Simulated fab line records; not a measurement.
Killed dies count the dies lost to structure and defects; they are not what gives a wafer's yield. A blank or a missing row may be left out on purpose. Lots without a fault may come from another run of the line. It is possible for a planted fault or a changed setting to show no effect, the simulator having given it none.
Comparing a struck lot with a sound one	flow sky130	31 out of 708 route steps
Sound: these wafers, L496.1, L496.2, L496.6. Wafers struck: L504.1, L504.2, L504.6. At the end, the cause is stated.
At each step with rows: each side's tool, then ch and its chambers, then its first start. Under that, the readings that differ: sound wafers	struck wafers	difference of the means	sigmas: that difference in standard deviations of wafers without a fault.
alike: same words and numbers on both sides, and readings whose means sit less than 2 such deviations apart. not compared: any withheld reading, any reading some wafer has no value for, any bound like >300 that may hide the same value, and any number with overlapping values for which the record gives no deviation.
A row with sigmas, a row that says differs or no value, or rows on one side alone: a step with any of these is where the two part. Non-overlapping numbers with no deviation appear without sigmas and do not part them. Lack of a reading on every wafer of one side parts them only where that side has two or more wafers.

first, 1 step without rows for these wafers: SKY_PWDE_IMPLANT_08.
SKY_PWDE_STRIP_09: strips in O2/N2.
  sound on plasmaAsher-04 ch 0,1, day 6 10:44; struck on plasmaAsher-01 ch 0,1, day 8 11:10
  alike: drypumpMotorCurrentA, oesProductAu, stripTimeToEndpointS
  not compared: rfHoursCounterH
SKY_PWDE_TW_MEAS_10:
  sound: filmMetro-02 at day 6 10:50; struck: filmMetro-02 at day 8 11:16
  alike: PWDE_TW
then, 7 steps without rows for these wafers: SKY_NWELL_DEHYDRATE_03 (time 60 s); SKY_NWELL_HMDS_04 (prime time 60 s); SKY_NWELL_COAT_05 (resist thk 3000 nm); SKY_NWELL_SOFTBAKE_06; SKY_NWELL_EXPOSE_07 (exposes mask NWM, target cd 840 nm); SKY_NWELL_PEB_08; SKY_NWELL_DEVELOP_09 (develop time 60 s).
SKY_NWELL_OVL_MEAS_10:
  sound: overlay-01 at day 7 06:29; struck: overlay-01 at day 9 07:52
  alike: NWELL_00_OVL
then, 1 step without rows for these wafers: SKY_NWELL_IMPLANT_11.
SKY_NWELL_IMPLANT_12:
  sound on implanter-01 ch 0, day 7 06:40; struck on implanter-01 ch 0, day 9 08:04
reading	sound	struck	difference	sigmas
doseIonsCm2	1.3009e+12 1.3001e+12 1.2984e+12	1.4661e+12 1.4633e+12 1.4629e+12	+1.6430e+11	+99 or more
faradayCurrentUA	7.31 7.44 7.58	8.39 8.16 8.25	+0.82	+5
then, 1 step without rows for these wafers: SKY_NWELL_IMPLANT_13.
SKY_NWELL_STRIP_14: strips in O2/N2.
  sound on plasmaAsher-01 ch 0,1, day 7 06:58; struck on plasmaAsher-04 ch 0,1, day 9 08:22
  alike: drypumpMotorCurrentA, oesProductAu, stripTimeToEndpointS
  not compared: rfHoursCounterH
SKY_NWELL_TW_MEAS_15:
  sound: filmMetro-04 at day 7 07:04; struck: filmMetro-02 at day 9 08:28
reading	sound	struck	difference	sigmas
NWELL_TW	1802 1794 1796	1853 1857 1855	+58	+2
then, 7 steps without rows for these wafers: SKY_NWELL_DEHYDRATE_16 (time 60 s); SKY_NWELL_HMDS_17 (prime time 60 s); SKY_NWELL_COAT_18 (resist thk 3000 nm); SKY_NWELL_SOFTBAKE_19; SKY_NWELL_EXPOSE_20 (exposes mask NWM COMPLEMENT, target cd 840 nm); SKY_NWELL_PEB_21; SKY_NWELL_DEVELOP_22 (develop time 60 s).
SKY_NWELL_OVL_MEAS_23:
  sound: overlay-01 at day 8 02:20; struck: overlay-02 at day 10 05:55
  alike: NWELL_01_OVL
then, 1 step without rows for these wafers: SKY_NWELL_IMPLANT_24.
SKY_NWELL_STRIP_25: strips in O2/N2.
  sound on plasmaAsher-03 ch 0,1, day 8 02:31; struck on plasmaAsher-01 ch 0,1, day 10 06:07
  alike: drypumpMotorCurrentA, oesProductAu, stripTimeToEndpointS
  not compared: rfHoursCounterH
SKY_NWELL_TW_MEAS_26:
  sound: filmMetro-04 at day 8 02:37; struck: filmMetro-04 at day 10 06:13
  alike: NWELL_2_TW
then, 1 step without rows for these wafers: SKY_NWELL_CLEAN_27 (cleans in SC1/SC2, time 150 s).
SKY_NWELL_RTA_28: time 30 s.
  sound on rtpAnneal-02 ch 0, day 8 02:44; struck on rtpAnneal-01 ch 0, day 10 06:19
  alike: lampPowerPct, wafer_temp_C_max
SKY_NWELL_RS_MEAS_29: measures by four-point-probe.
  sound: filmMetro-02 at day 8 02:56; struck: filmMetro-03 at day 10 06:25
reading	sound	struck	difference	sigmas
NWELL_RS (ohm/sq)	620.9 617.7 620.6	615.2 613.6 614.1	-5.4	-4
-- the record jumps here: 40 days lie between the struck wafers' starts before and after (it left off in module NWELL and takes up again in module PAD_OPEN, whose first step shown is number 708 of the route) --
SKY_PAD_OPEN_PROBE_99:
  sound: prober-02 at day 48 09:11; struck: prober-02 at day 50 05:51
reading	sound	struck	difference	sigmas
model.etest.pfetG5v0d10v5.offLog10AUm	-11.99 -11.84 -11.69	-13.2 -13.29 -13.3	-1.4	
model.etest.pfetG5v0d10v5.vtSatV (V)	-0.579 -0.5535 -0.5569	-0.7089 -0.7311 -0.6997	-0.1501	
model.etest.pfet_16v.vtV (V)	-1.054 -1.062 -1.048	-1.157 -1.163 -1.156	-0.104	
model.etest.pfetG5v0d10v5.vtV (V)	-0.7996 -0.7733 -0.7772	-0.8814 -0.9048 -0.8725	-0.1029	
model.etest.pfetG5v0d10v5.vtLongV (V)	-0.8956 -0.9018 -0.8934	-0.9753 -0.9838 -0.9819	-0.0834	
model.etest.pfet_01v8_lvt.vtSatV (V)	-0.42 -0.4234 -0.4243	-0.5238 -0.5245 -0.5201	-0.1002	
model.etest.pfet_01v8_lvt.vtV (V)	-0.5158 -0.5237 -0.5205	-0.6009 -0.6049 -0.5998	-0.0819	
model.etest.pfet_01v8_lvt.vtLongV (V)	-0.6386 -0.6427 -0.6422	-0.7105 -0.7121 -0.7072	-0.0688	
  alike: killed_at_M0_to_M3, killed_at_M4_up, killedAtContacts, killedAtFrontEnd, killedAtOther, killedDies, killedOpen, killedShort

== WHERE THEY PART ==
Last at SKY_NWELL_RS_MEAS_29 as far as this record goes, first at SKY_NWELL_IMPLANT_12. Later steps at which nothing parts them and some readings are alike: SKY_PAD_OPEN_PROBE_99.

WHY: whatever the simulator had introduced
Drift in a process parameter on implanter-01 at SKY_NWELL_IMPLANT_12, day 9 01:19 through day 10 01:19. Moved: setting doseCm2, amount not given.
